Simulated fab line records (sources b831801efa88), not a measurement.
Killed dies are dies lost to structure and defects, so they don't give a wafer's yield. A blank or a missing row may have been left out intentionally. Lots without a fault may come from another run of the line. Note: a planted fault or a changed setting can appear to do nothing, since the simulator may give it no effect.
2 desks, one fault    flow sky130    only its own numbers are on each desk; what lay behind them is given at the end

== THE METROLOGY DESK ==
Lot by lot, what the gauges showed, no matter which tool ran the lot: averages of those sampled wafers that carry a number. A lot is out of limits, marked OUT, if its mean lies more than 4 standard deviations from the usual mean; the brackets give that distance.
Columns: A = VIA3_BOW at SKY_VIA3_BOW_MEAS_03, usual 78 um; B = VIA3_OVL at SKY_VIA3_OVL_MEAS_13, usual -1 nm
lot   first seen here  A   B
L350  day 39 05:18     75  -5
L351  day 39 08:58     85  -2
L353  day 40 06:01     86  -4
L357  day 41 23:41     77  3
L358  day 42 04:04     81  1
L359  day 42 05:14     87  -8
L360  day 42 15:47     74  -7
L362  day 42 18:01     76  -2
L363  day 43 03:11     77  -6
L369  day 44 14:12     80  -2
L370  day 44 20:28     78  7
L371  day 45 06:16     74  -9
Result from this desk: across the 12 lots, nothing is out of limits.

== DESK OF THE TOOL OWNER: rieMetal-01 ==
The tool's own readings at SKY_METAL4_ETCH_16 (etches BARC in N2/H2, stops on SiO2, time 88.2 s, target depth 60 nm): means of the sampled wafers that have a number, for each lot that ran on this tool. A lot is out of limits, marked OUT, if its mean lies more than 4 standard deviations from the usual mean; the brackets give that distance.
Columns: A = drypumpMotorCurrentA at SKY_METAL4_ETCH_16, usual 5.8 A; B = oesProductAu at SKY_METAL4_ETCH_16, usual 0.625 a.u.; C = rfFwdPowerW at SKY_METAL4_ETCH_16, usual 496.4 W; D = throttleValvePct at SKY_METAL4_ETCH_16, usual 13.206 %
lot   first seen here  A    B      C                D
L357  day 44 23:20     5.9  0.624  496.9            13.199
L358  day 45 01:13     5.4  0.624  498.8            13.199
L359  day 45 03:55     5.9  0.624  576.8 (+40) OUT  13.206
L363  day 45 22:52     5.9  0.624  577.5 (+41) OUT  13.200
This desk's verdict: out of limits on L359, L363, starting with L359 at day 45 03:55 (rfFwdPowerW at SKY_METAL4_ETCH_16). L357, L358: within limits.

== TAKEN TOGETHER ==
The tool owner's desk had the chance to raise an alarm at day 45 03:55 on L359, L363.
At the metrology desk, nothing out of limits was observed.
The metrology desk has L359, L363 on record, within its limits.
Of the lots named, all ran SKY_METAL4_ETCH_16 on rieMetal-01.

== WHAT THE SIMULATOR PUT IN ==
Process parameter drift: rieMetal-01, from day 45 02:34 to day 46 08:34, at SKY_METAL4_ETCH_16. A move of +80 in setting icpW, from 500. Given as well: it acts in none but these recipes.
Shown lots that were struck: L359, L363.
How many hours passed from the start of the fault until each desk's first out-of-limits reading: the tool owner's desk, 1.
